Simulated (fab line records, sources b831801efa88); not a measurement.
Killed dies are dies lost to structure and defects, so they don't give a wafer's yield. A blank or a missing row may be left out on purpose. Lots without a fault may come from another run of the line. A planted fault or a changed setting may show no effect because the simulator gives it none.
Tool commonality check | flow gf180mcu | 14 lots, 42 wafers sampled

WHY IT WAS OPENED
At GF_VT_IMPLANT_TW_MEAS_21 the reading VT_IMPLANT_2_TW is flagged on 2 of 14 lots. Wafers without a fault read 1214, standard deviation 10.
Rule: a lot is flagged when every wafer of it that has a number lies more than 4 standard deviations from that mean, or none has a number. The other lots count as sound.

lot  | measured     | on            | VT_IMPLANT_2_TW, wafer by wafer | flag
L384 | day 6 13:47  | film_metro-02 | 1229 1220 1229                  |
L385 | day 6 20:35  | film_metro-01 | 1208 1205 1205                  |
L386 | day 7 02:35  | film_metro-04 | 1218 1210 1214                  |
L387 | day 7 09:53  | film_metro-02 | 1234 1228 1229                  |
L388 | day 7 14:13  | film_metro-04 | 1207 1208 1215                  |
L390 | day 8 01:08  | film_metro-02 | 1225 1222 1221                  |
L395 | day 9 09:55  | film_metro-04 | 1258 1264 1258                  | FLAGGED
L396 | day 9 16:52  | film_metro-01 | 1267 1267 1260                  | FLAGGED
L400 | day 10 16:13 | film_metro-01 | 1200 1210 1208                  |
L401 | day 11 00:34 | film_metro-02 | 1217 1227 1223                  |
L402 | day 11 06:01 | film_metro-02 | 1226 1225 1219                  |
L404 | day 11 20:55 | film_metro-02 | 1228 1220 1223                  |
L405 | day 12 02:07 | film_metro-02 | 1221 1224 1225                  |
L406 | day 12 08:16 | film_metro-01 | 1197 1195 1198                  |
The numbers of the flagged lots are 1262 on average: +48 against the usual, or +5 standard deviations.

WHICH TOOL RAN EACH LOT
The record holds 1 process step before the reading, out of a route of 602 steps. In each cell: the tool, then ch and the chambers that the sampled wafers went through, then the start.
lot  | flag    | GF_VT_IMPLANT_IMPLANT_19
L384 |         | implanter-03 ch 0, day 6 13:34
L385 |         | implanter-03 ch 0, day 6 20:20
L386 |         | implanter-04 ch 0, day 7 02:21
L387 |         | implanter-01 ch 0, day 7 09:40
L388 |         | implanter-04 ch 0, day 7 13:59
L390 |         | implanter-01 ch 0, day 8 00:54
L395 | FLAGGED | implanter-04 ch 0, day 9 09:40
L396 | FLAGGED | implanter-04 ch 0, day 9 16:37
L400 |         | implanter-03 ch 0, day 10 15:59
L401 |         | implanter-01 ch 0, day 11 00:19
L402 |         | implanter-01 ch 0, day 11 05:46
L404 |         | implanter-03 ch 0, day 11 20:40
L405 |         | implanter-03 ch 0, day 12 01:52
L406 |         | implanter-03 ch 0, day 12 08:01
What these steps do:
- GF_VT_IMPLANT_IMPLANT_19
- GF_VT_IMPLANT_TW_MEAS_21

FLAGGED OVER TOTAL, TOOL BY TOOL (the gauges that took the reading come last)
step                     | tool          | lots run | flagged | share of the flagged lots | sound lots run after its first flagged lot
GF_VT_IMPLANT_IMPLANT_19 | implanter-01  | 4        | 0       | none                      | -
GF_VT_IMPLANT_IMPLANT_19 | implanter-03  | 6        | 0       | none                      | -
GF_VT_IMPLANT_IMPLANT_19 | implanter-04  | 4        | 2       | all                       | 0
GF_VT_IMPLANT_TW_MEAS_21 | film_metro-01 | 4        | 1       | some                      | 2 (L400,L406)
GF_VT_IMPLANT_TW_MEAS_21 | film_metro-02 | 7        | 0       | none                      | -
GF_VT_IMPLANT_TW_MEAS_21 | film_metro-04 | 3        | 1       | some                      | 0

WHAT THE TABLE ALLOWS
1 row of the table ran every flagged lot: implanter-04 at GF_VT_IMPLANT_IMPLANT_19.
- implanter-04 at GF_VT_IMPLANT_IMPLANT_19: 2 of its 4 lots flagged. Its last sound lot is L388 (day 7 13:59), its first flagged lot L395 (day 9 09:40): a fault that began between those two fits. Its own readings lie more than 4 standard deviations out on every wafer of the flagged lots: beam_energy_keV.
One tool is left: implanter-04 at GF_VT_IMPLANT_IMPLANT_19.

WHAT THE SIMULATOR HAD PUT IN
Process parameter drift: implanter-04, from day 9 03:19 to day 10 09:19, at GF_VT_IMPLANT_IMPLANT_19. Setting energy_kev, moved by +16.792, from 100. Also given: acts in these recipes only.
Lots struck among those shown: L395, L396. The rule above found the same.
